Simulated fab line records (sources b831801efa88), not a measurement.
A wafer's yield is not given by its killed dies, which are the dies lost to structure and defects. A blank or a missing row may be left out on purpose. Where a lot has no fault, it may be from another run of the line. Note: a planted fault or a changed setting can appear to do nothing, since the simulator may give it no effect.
Which tool was responsible? :: flow gf180mcu :: 13 lots with 39 wafers sampled at 4 steps, on a route of 602 steps

## WHAT THE GAUGES READ, wafer by wafer
GF_V5_RS_MEAS_24: the measuring method here is four-point-probe. Usual: V5_W_RS gives 0.323 ohm/sq (standard deviation 0.0048).
lot: L800
measured: day 27 21:41
on: filmMetro-01
V5_W_RS (ohm/sq): 0.332 0.327 0.329
flag: 

lot: L801
measured: day 28 09:01
on: filmMetro-04
V5_W_RS (ohm/sq): 0.313 0.312 0.312
flag: 

lot: L802
measured: day 28 13:09
on: filmMetro-04
V5_W_RS (ohm/sq): 0.322 0.316 0.313
flag: 

lot: L803
measured: day 28 13:47
on: filmMetro-03
V5_W_RS (ohm/sq): 0.324 0.326 0.322
flag: 

lot: L804
measured: day 28 16:47
on: filmMetro-04
V5_W_RS (ohm/sq): 0.318 0.326 0.325
flag: 

lot: L805
measured: day 29 07:19
on: filmMetro-03
V5_W_RS (ohm/sq): 0.323 0.328 0.327
flag: 

lot: L808
measured: day 29 17:58
on: filmMetro-04
V5_W_RS (ohm/sq): 0.321 0.325 0.326
flag: 

lot: L812
measured: day 31 03:59
on: filmMetro-04
V5_W_RS (ohm/sq): 0.322 0.321 0.311
flag: 

lot: L813
measured: day 31 06:28
on: filmMetro-04
V5_W_RS (ohm/sq): 0.317 0.316 0.318
flag: 

lot: L815
measured: day 31 17:37
on: filmMetro-03
V5_W_RS (ohm/sq): 0.328 0.323 0.326
flag: 

lot: L818
measured: day 32 10:15
on: filmMetro-04
V5_W_RS (ohm/sq): 0.322 0.323 0.324
flag: 

lot: L820
measured: day 32 21:10
on: filmMetro-01
V5_W_RS (ohm/sq): 0.322 0.324 0.323
flag: 

lot: L823
measured: day 33 09:21
on: filmMetro-01
V5_W_RS (ohm/sq): 0.329 0.331 0.326
flag: 

GF_V5_THK_MEAS_25: measures by xrf. Usual: V5_W_THK gives 349 nm (standard deviation 6).
lot: L800
measured: day 27 21:49
on: filmMetro-01
V5_W_THK (nm): 336 342 339
flag: 

lot: L801
measured: day 28 09:08
on: filmMetro-04
V5_W_THK (nm): 359 359 360
flag: 

lot: L802
measured: day 28 13:15
on: filmMetro-04
V5_W_THK (nm): 349 356 358
flag: 

lot: L803
measured: day 28 13:54
on: filmMetro-03
V5_W_THK (nm): 351 349 354
flag: 

lot: L804
measured: day 28 16:55
on: filmMetro-04
V5_W_THK (nm): 354 347 347
flag: 

lot: L805
measured: day 29 07:26
on: filmMetro-03
V5_W_THK (nm): 350 347 349
flag: 

lot: L808
measured: day 29 18:05
on: filmMetro-04
V5_W_THK (nm): 354 348 351
flag: 

lot: L812
measured: day 31 04:07
on: filmMetro-04
V5_W_THK (nm): 350 353 362
flag: 

lot: L813
measured: day 31 06:34
on: filmMetro-04
V5_W_THK (nm): 356 358 351
flag: 

lot: L815
measured: day 31 17:43
on: filmMetro-03
V5_W_THK (nm): 346 352 348
flag: 

lot: L818
measured: day 32 10:22
on: filmMetro-04
V5_W_THK (nm): 346 346 347
flag: 

lot: L820
measured: day 32 21:16
on: filmMetro-01
V5_W_THK (nm): 346 343 344
flag: 

lot: L823
measured: day 33 09:26
on: filmMetro-01
V5_W_THK (nm): 338 337 342
flag: 

## WHAT TOOL EACH LOT RAN ON (gives the tool, then ch and the chambers of the sampled wafers, and finally the start)
lot: L800
GF_M2_SPUTTER_00: pvdSputter-01, day 19 00:40
GF_V5_CMP_04: cmp-01 ch 0,2,3, day 26 23:21

lot: L801
GF_M2_SPUTTER_00: pvdSputter-01, day 19 08:10
GF_V5_CMP_04: cmp-02 ch 0,1,2, day 27 11:53

lot: L802
GF_M2_SPUTTER_00: pvdSputter-02, day 19 18:24
GF_V5_CMP_04: cmp-01 ch 0,2, day 27 16:05

lot: L803
GF_M2_SPUTTER_00: pvdSputter-01, day 19 19:58
GF_V5_CMP_04: cmp-01 ch 1,2,3, day 27 16:26

lot: L804
GF_M2_SPUTTER_00: pvdSputter-01, day 20 00:12
GF_V5_CMP_04: cmp-01 ch 0,1,2, day 27 19:20

lot: L805
GF_M2_SPUTTER_00: pvdSputter-01, day 20 17:11
GF_V5_CMP_04: cmp-01 ch 1,2,3, day 28 10:19

lot: L808
GF_M2_SPUTTER_00: pvdSputter-01, day 21 07:45
GF_V5_CMP_04: cmp-01 ch 1,3, day 28 22:10

lot: L812
GF_M2_SPUTTER_00: pvdSputter-04, day 23 00:20
GF_V5_CMP_04: cmp-01 ch 0,1,3, day 30 08:44

lot: L813
GF_M2_SPUTTER_00: pvdSputter-04, day 23 01:48
GF_V5_CMP_04: cmp-02 ch 0,2,3, day 30 10:47

lot: L815
GF_M2_SPUTTER_00: pvdSputter-02, day 23 17:41
GF_V5_CMP_04: cmp-02 ch 0,2,3, day 30 22:35

lot: L818
GF_M2_SPUTTER_00: pvdSputter-02, day 24 15:59
GF_V5_CMP_04: cmp-02 ch 0,1, day 31 16:07

lot: L820
GF_M2_SPUTTER_00: pvdSputter-04, day 25 06:42
GF_V5_CMP_04: cmp-02 ch 0,2, day 32 03:14

lot: L823
GF_M2_SPUTTER_00: pvdSputter-01, day 25 22:56
GF_V5_CMP_04: cmp-01 ch 0,3, day 32 16:05
- GF_M2_SPUTTER_00: material Ti, target thk 37.5 nm, time 150 s.
- GF_V5_CMP_04: polishes SiO2.

## WHAT THE TOOLS THEMSELVES READ (means of the sampled wafers that have a number; where no wafer has one, the mark that the record gives instead)
GF_M2_SPUTTER_00. Usual: cathodeDcPowerW 4000.0 W, standard deviation 0.71; throttleValvePct 29.7 %, standard deviation 1.3.
lot: L800
tool: pvdSputter-01
cathodeDcPowerW (W): 4000.3
throttleValvePct (%): 28.9
flag: 

lot: L801
tool: pvdSputter-01
cathodeDcPowerW (W): 4000.0
throttleValvePct (%): 29.1
flag: 

lot: L802
tool: pvdSputter-02
cathodeDcPowerW (W): 3999.9
throttleValvePct (%): 29.5
flag: 

lot: L803
tool: pvdSputter-01
cathodeDcPowerW (W): 3999.4
throttleValvePct (%): 28.5
flag: 

lot: L804
tool: pvdSputter-01
cathodeDcPowerW (W): 3999.5
throttleValvePct (%): 28.8
flag: 

lot: L805
tool: pvdSputter-01
cathodeDcPowerW (W): 4000.2
throttleValvePct (%): 29.3
flag: 

lot: L808
tool: pvdSputter-01
cathodeDcPowerW (W): 4000.0
throttleValvePct (%): 28.7
flag: 

lot: L812
tool: pvdSputter-04
cathodeDcPowerW (W): 3999.7
throttleValvePct (%): 31.0
flag: 

lot: L813
tool: pvdSputter-04
cathodeDcPowerW (W): 3999.9
throttleValvePct (%): 30.6
flag: 

lot: L815
tool: pvdSputter-02
cathodeDcPowerW (W): 3999.7
throttleValvePct (%): 29.8
flag: 

lot: L818
tool: pvdSputter-02
cathodeDcPowerW (W): 3999.7
throttleValvePct (%): 30.2
flag: 

lot: L820
tool: pvdSputter-04
cathodeDcPowerW (W): 4000.3
throttleValvePct (%): 30.2
flag: 

lot: L823
tool: pvdSputter-01
cathodeDcPowerW (W): 4000.1
throttleValvePct (%): 29.8
flag: 

GF_V5_CMP_04. Usual: headPressurePsi 4.001 psi, standard deviation 0.009; motorCurrentA 11.2 A, standard deviation 0.65.
lot: L800
tool: cmp-01
headPressurePsi (psi): 3.995
motorCurrentA (A): 10.8
flag: 

lot: L801
tool: cmp-02
headPressurePsi (psi): 4.002
motorCurrentA (A): 11.5
flag: 

lot: L802
tool: cmp-01
headPressurePsi (psi): 4.009
motorCurrentA (A): 10.6
flag: 

lot: L803
tool: cmp-01
headPressurePsi (psi): 3.996
motorCurrentA (A): 11.1
flag: 

lot: L804
tool: cmp-01
headPressurePsi (psi): 4.010
motorCurrentA (A): 10.7
flag: 

lot: L805
tool: cmp-01
headPressurePsi (psi): 3.999
motorCurrentA (A): 11.3
flag: 

lot: L808
tool: cmp-01
headPressurePsi (psi): 4.000
motorCurrentA (A): 11.6
flag: 

lot: L812
tool: cmp-01
headPressurePsi (psi): 4.011
motorCurrentA (A): 11.1
flag: 

lot: L813
tool: cmp-02
headPressurePsi (psi): 4.002
motorCurrentA (A): 11.8
flag: 

lot: L815
tool: cmp-02
headPressurePsi (psi): 4.001
motorCurrentA (A): 11.2
flag: 

lot: L818
tool: cmp-02
headPressurePsi (psi): 4.002
motorCurrentA (A): 12.1
flag: 

lot: L820
tool: cmp-02
headPressurePsi (psi): 3.994
motorCurrentA (A): 11.2
flag: 

lot: L823
tool: cmp-01
headPressurePsi (psi): 3.995
motorCurrentA (A): 10.6
flag: 

## THE ANSWER, worked out from the rows above alone
Rule: a lot is off if the mean of its wafers that have a number lies more than 3 standard deviations from the usual mean. A lot without any number at a reading at which 4 lots or more have one is off too. Any other lot the step has rows for is counted as sound. The gauges are gone through in route order, then the tools' own readings, and for those a lot's mean is taken as printed above. The first step at which some lot is off is used, and at that step the reading that is off furthest; a lot without a number counts as furthest.
No lot is off on any of the readings shown, so nothing can be concluded from this.

## WHAT HAD BEEN PUT IN BY THE SIMULATOR
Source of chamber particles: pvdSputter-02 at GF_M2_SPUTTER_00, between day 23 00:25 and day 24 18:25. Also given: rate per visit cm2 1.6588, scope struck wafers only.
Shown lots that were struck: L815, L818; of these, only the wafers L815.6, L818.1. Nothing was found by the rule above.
